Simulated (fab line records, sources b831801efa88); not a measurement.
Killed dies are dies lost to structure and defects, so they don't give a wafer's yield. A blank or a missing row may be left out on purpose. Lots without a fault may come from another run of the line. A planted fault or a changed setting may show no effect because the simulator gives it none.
A struck lot beside a sound one | flow sky130 | 40 steps out of a route of 708
Sound: wafers L242.4, L242.5, L242.6. Struck: wafer L238.5. (L238.4, L238.6 of the same lot were not struck and are left out.) The cause comes at the end.
At each step with rows: each side's tool, then ch and its chambers, then its first start. Under that, the readings that differ: sound wafers | struck wafers | difference of the means | sigmas: that difference in standard deviations of wafers without a fault.
alike: readings whose means differ by less than 2 such deviations, and words and numbers that are the same on both sides. not compared: withheld readings, readings that some wafer has no value for, bounds like >300 that may hide the same value, and numbers for which the record gives no deviation and whose values overlap.
The two part at a step that has a row with sigmas, a row that says differs or no value, or rows on one side only. Numbers that don't overlap but have no deviation are shown without sigmas and don't part them. A reading that every wafer of one side lacks parts them only if that side has two wafers or more.

first, 8 steps without rows for these wafers: SKY_METAL5_HMDS_08 (prime time 60 s); SKY_METAL5_COAT_09 (resist thk 1800 nm); SKY_METAL5_SOFTBAKE_10 (time 60 s); SKY_METAL5_EXPOSE_11 (exposes mask MM5, target cd 1600 nm); SKY_METAL5_PEB_12; SKY_METAL5_DEVELOP_13 (develop time 60 s); SKY_METAL5_DESCUM_14 (chemistry O2, time 11 s); SKY_METAL5_METAL_ETCH_15 (etches the open film in Cl2/BCl3, stops on SiO2, target depth 1260 nm, time 252 s).
SKY_METAL5_STRIP_16: strips in O2/N2.
  sound on plasma_asher-01 ch 0,1, day 47 09:07; struck on plasma_asher-02 ch 0, day 46 13:38
  alike: drypump_motor_current_A, oes_product_au, strip_time_to_endpoint_s
  not compared: rf_hours_counter_h
then, 3 steps without rows for these wafers: SKY_METAL5_STRIP_17 (strips in post etch residue remover, time 1200 s); SKY_METAL5_CLEAN_18 (cleans in IPA, time 180 s); SKY_METAL5_CLEAN_19 (cleans in O3/DIW).
SKY_PASSIVATION_CVD_00: deposits SiO2, target thk 90 nm.
  sound on pecvd-04 ch 0,1,2, day 47 09:43; struck on pecvd-01 ch 1, day 46 14:12
  alike: heater_power_w
SKY_PASSIVATION_THK_MEAS_01:
  sound on film_metro-04, day 47 09:45; struck on film_metro-03, day 46 14:14
  alike: PASSIVATION_CVD_00_THK
SKY_PASSIVATION_CVD_02: deposits Si3N4, target thk 540 nm.
  sound on pecvd-03 ch 0,1,2, day 47 09:54; struck on pecvd-03 ch 2, day 46 14:23
  alike: heater_power_w
SKY_PASSIVATION_THK_MEAS_03:
  sound on film_metro-03, day 47 10:02; struck on film_metro-01, day 46 14:31
  alike: PASSIVATION_CVD_02_THK
then, 7 steps without rows for these wafers: SKY_PASSIVATION_DEHYDRATE_04 (time 60 s); SKY_PASSIVATION_HMDS_05 (prime time 60 s); SKY_PASSIVATION_COAT_06 (resist thk 3000 nm); SKY_PASSIVATION_SOFTBAKE_07; SKY_PASSIVATION_EXPOSE_08 (exposes mask NSM, target cd 3000 nm); SKY_PASSIVATION_PEB_09; SKY_PASSIVATION_DEVELOP_10 (develop time 60 s).
SKY_PASSIVATION_ETCH_11: etches the open film in CF4/O2, stops on AlCu, target depth 725 nm, time 161.1 s.
  sound on rie_diel-04 ch 0,1, day 48 05:38; struck on rie_diel-04 ch 3, day 47 10:04
  reading                     | sound             | struck | difference | sigmas
  drypump_motor_current_A (A) | 5.9 5.9 5.9       | 5.0    | -0.9       | -2
  throttle_valve_pct (%)      | 5.956 5.975 5.966 | 5.988  | +0.022     | +2
  alike: oes_product_au
  not compared: rf_hours_counter_h
SKY_PASSIVATION_STRIP_12: strips in O2/N2.
  sound on plasma_asher-04 ch 0,1, day 48 05:47; struck on plasma_asher-01 ch 1, day 47 10:13
  alike: drypump_motor_current_A, oes_product_au, strip_time_to_endpoint_s
  not compared: rf_hours_counter_h
then, 8 steps without rows for these wafers: SKY_PAD_OPEN_DEHYDRATE_00 (time 60 s); SKY_PAD_OPEN_HMDS_01 (prime time 60 s); SKY_PAD_OPEN_COAT_02 (resist thk 3000 nm); SKY_PAD_OPEN_SOFTBAKE_03; SKY_PAD_OPEN_EXPOSE_04 (exposes mask PDM, target cd 60000 nm); SKY_PAD_OPEN_PEB_05; SKY_PAD_OPEN_DEVELOP_06 (develop time 60 s); SKY_PAD_OPEN_ETCH_07 (etches the open film in CF4/O2, stops on AlCu, target depth 725 nm, time 161.1 s).
SKY_PAD_OPEN_STRIP_08: strips in O2/N2.
  sound on plasma_asher-03 ch 0,1, day 49 00:22; struck on plasma_asher-02 ch 0, day 48 06:07
  alike: drypump_motor_current_A, oes_product_au, strip_time_to_endpoint_s
  not compared: rf_hours_counter_h
then, 4 steps without rows for these wafers: SKY_PAD_OPEN_STRIP_09 (strips in post etch residue remover, time 1200 s); SKY_PAD_OPEN_CLEAN_10 (cleans in IPA, time 180 s); SKY_PAD_OPEN_CLEAN_11 (cleans in O3/DIW); SKY_PAD_OPEN_ANNEAL_12.
SKY_PAD_OPEN_BOW_MEAS_13:
  sound on film_metro-03, day 49 02:29; struck on film_metro-03, day 48 08:14
  alike: PAD_OPEN_BOW
SKY_PAD_OPEN_PROBE_99:
  sound on prober-02, day 49 02:41; struck on prober-02, day 48 08:29
  reading                               | sound             | struck | difference | sigmas
  defect_limited_yield (%)              | 82.5 78.9 84.6    | 74.0   | -8.0       | -4
  killed_at_other                       | 1 0 0             | 46     | +46        | +75
  killed_dies                           | 86 104 76         | 128    | +39        | +4
  sort_bin_3_pad_short (%)              | 0.8 0.8 0.8       | 2.4    | +1.6       | +4
  sort_bin_5_function (%)               | 10.2 12.6 8.7     | 14.6   | +4.1       | +3
  sort_n_pass                           | 406 388 416       | 364    | -39        | -4
  sort_yield_pct (%)                    | 82.5 78.9 84.6    | 74.0   | -8.0       | -4
  model.etest.tester.sort_n_pass        | 406 388 416       | 364    | -39        |
  model.etest.tester.sort_yield_pct (%) | 82.52 78.86 84.55 | 73.98  | -8.00      |
  model.etest.tester.sort_bin_5_pct (%) | 10.16 12.6 8.74   | 14.63  | +4.13      |
  model.etest.tester.sort_bin_3_pct (%) | 0.813 0.813 0.813 | 2.439  | +1.626     |
  alike: killed_at_M0_to_M3, killed_at_M4_up, killed_at_contacts, killed_at_front_end, killed_open, killed_short, sort_bin_6_memory

WHERE THEY PART
First at SKY_PASSIVATION_ETCH_11; last, within this record, at SKY_PAD_OPEN_PROBE_99.

WHY: what the simulator had put in
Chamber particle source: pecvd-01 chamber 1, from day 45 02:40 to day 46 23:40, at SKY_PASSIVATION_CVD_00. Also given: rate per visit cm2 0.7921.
